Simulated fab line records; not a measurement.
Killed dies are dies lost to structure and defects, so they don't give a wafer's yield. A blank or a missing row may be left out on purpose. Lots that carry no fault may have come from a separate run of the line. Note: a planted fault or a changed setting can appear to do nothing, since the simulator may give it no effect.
A lot that was struck, set against a sound lot | flow sky130 | 16 steps out of a route of 708
Sound: these wafers, L932.2, L932.3, L932.6. Struck: wafer L939.4. (L939.1, L939.5 of the same lot were not struck and are left out.) The cause comes at the end.
Each step with rows lists, per side, the tool, then ch with its chambers, then its first start. Under that, the readings that differ: sound wafers | struck wafers | difference of the means | sigmas: that difference in standard deviations of wafers without a fault.
alike: readings whose means differ by less than 2 such deviations, and words and numbers that are the same on both sides. not compared: withheld readings, readings that some wafer has no value for, bounds like >300 that may hide the same value, and numbers for which the record gives no deviation and whose values overlap.
The two part at a step that has a row with sigmas, a row that says differs or no value, or rows on one side only. Numbers that have no deviation but don't overlap get no sigmas and don't part them. Lack of a reading on every wafer of one side parts them only where that side has two or more wafers.

first, 8 steps without rows for these wafers: SKY_METAL2_DEHYDRATE_07 (time 60 s); SKY_METAL2_HMDS_08 (prime time 60 s); SKY_METAL2_COAT_09 (resist thk 60 nm); SKY_METAL2_COAT_10 (resist thk 450 nm); SKY_METAL2_SOFTBAKE_11 (time 90 s); SKY_METAL2_EXPOSE_12 (exposes mask MM2, target cd 140 nm); SKY_METAL2_PEB_13; SKY_METAL2_DEVELOP_14 (develop time 60 s).
SKY_METAL2_CD_MEAS_15: target cd 140 nm.
  sound: cdSem-01 at day 35 09:49; struck: cdSem-01 at day 37 19:33
  alike: cdNm
SKY_METAL2_OVL_MEAS_16:
  sound: overlay-02 at day 35 09:55; struck: overlay-01 at day 37 19:40
  alike: METAL2_OVL
SKY_METAL2_DESCUM_17: chemistry O2, time 8 s.
  sound on rieMetal-03 ch 0, day 35 09:56; struck on rieMetal-01 ch 0, day 37 19:43
reading             | sound             | struck | difference | sigmas
oesProductAu (a.u.) | 0.993 0.992 1.000 | 1.009  | +0.014     | +2
  alike: drypumpMotorCurrentA
  not compared: rfHoursCounterH
SKY_METAL2_ETCH_18: etches BARC in N2/H2, stops on SiO2, time 45.9 s, target depth 60 nm.
  sound on rieMetal-03 ch 0, day 35 09:59; struck on rieMetal-01 ch 0, day 37 19:44
  alike: drypumpMotorCurrentA, h2FlowSccm, n2FlowSccm, oesProductAu, throttleValvePct
  not compared: rfHoursCounterH
SKY_METAL2_METAL_ETCH_19: etches the open film in Cl2/BCl3, stops on SiO2, target depth 360 nm, time 78 s.
  sound on rieMetal-03 ch 0, day 35 10:02; struck on rieMetal-01 ch 0, day 37 19:48
reading                                      | sound             | struck  | difference | sigmas
oesProductAu (a.u.)                          | 0.851 0.844 0.851 | 0.915   | +0.066     | +11
overEtchFrac                                 | 0.3 0.3 0.3       | 0.15549 | -0.14451   | 
model.KrF-thick_of_METAL2_COAT_10.thkNm (nm) | 160.7 161.9 160.2 | 181.9   | +21.0      | 
model.METAL2.cdNm (nm)                       | 137.5 136.2 137.3 | 142.7   | +5.7       | 
  alike: drypumpMotorCurrentA, throttleValvePct
  not compared: rfHoursCounterH
SKY_METAL2_STRIP_20: strips in O2/N2.
  sound on plasmaAsher-01 ch 0,1, day 35 10:08; struck on plasmaAsher-02 ch 1, day 37 19:53
reading                  | sound             | struck | difference | sigmas
oesProductAu (a.u.)      | 0.341 0.338 0.339 | 0.349  | +0.010     | +2
stripTimeToEndpointS (s) | 2.733 2.726 2.700 | 2.947  | +0.227     | +8
  alike: drypumpMotorCurrentA, n2FlowSccm, o2FlowSccm
  not compared: rfHoursCounterH
then, 1 step without rows for these wafers: SKY_METAL2_STRIP_21 (strips in post etch residue remover, time 1200 s).
-- the record jumps here: 10 days lie between the struck wafers' starts before and after (it left off in module METAL2 and takes up again in module PAD_OPEN, whose first step shown is number 708 of the route) --
SKY_PAD_OPEN_PROBE_99:
  sound: prober-02 at day 46 01:12; struck: prober-01 at day 47 21:32
reading          | sound    | struck | difference | sigmas
killedAtContacts | 36 35 29 | 13     | -20        | -4
  alike: defectLimitedYield, killed_at_M0_to_M3, killed_at_M4_up, killedAtFrontEnd, killedAtOther, killedDies, killedOpen, killedShort, sort_bin_3_pad_short, sort_bin_5_function, sort_bin_6_memory, sortNPass, sortYieldPct

## WHERE THEY PART
Earliest at SKY_METAL2_DESCUM_17; latest, in this record, at SKY_PAD_OPEN_PROBE_99.

WHY: whatever the simulator had introduced
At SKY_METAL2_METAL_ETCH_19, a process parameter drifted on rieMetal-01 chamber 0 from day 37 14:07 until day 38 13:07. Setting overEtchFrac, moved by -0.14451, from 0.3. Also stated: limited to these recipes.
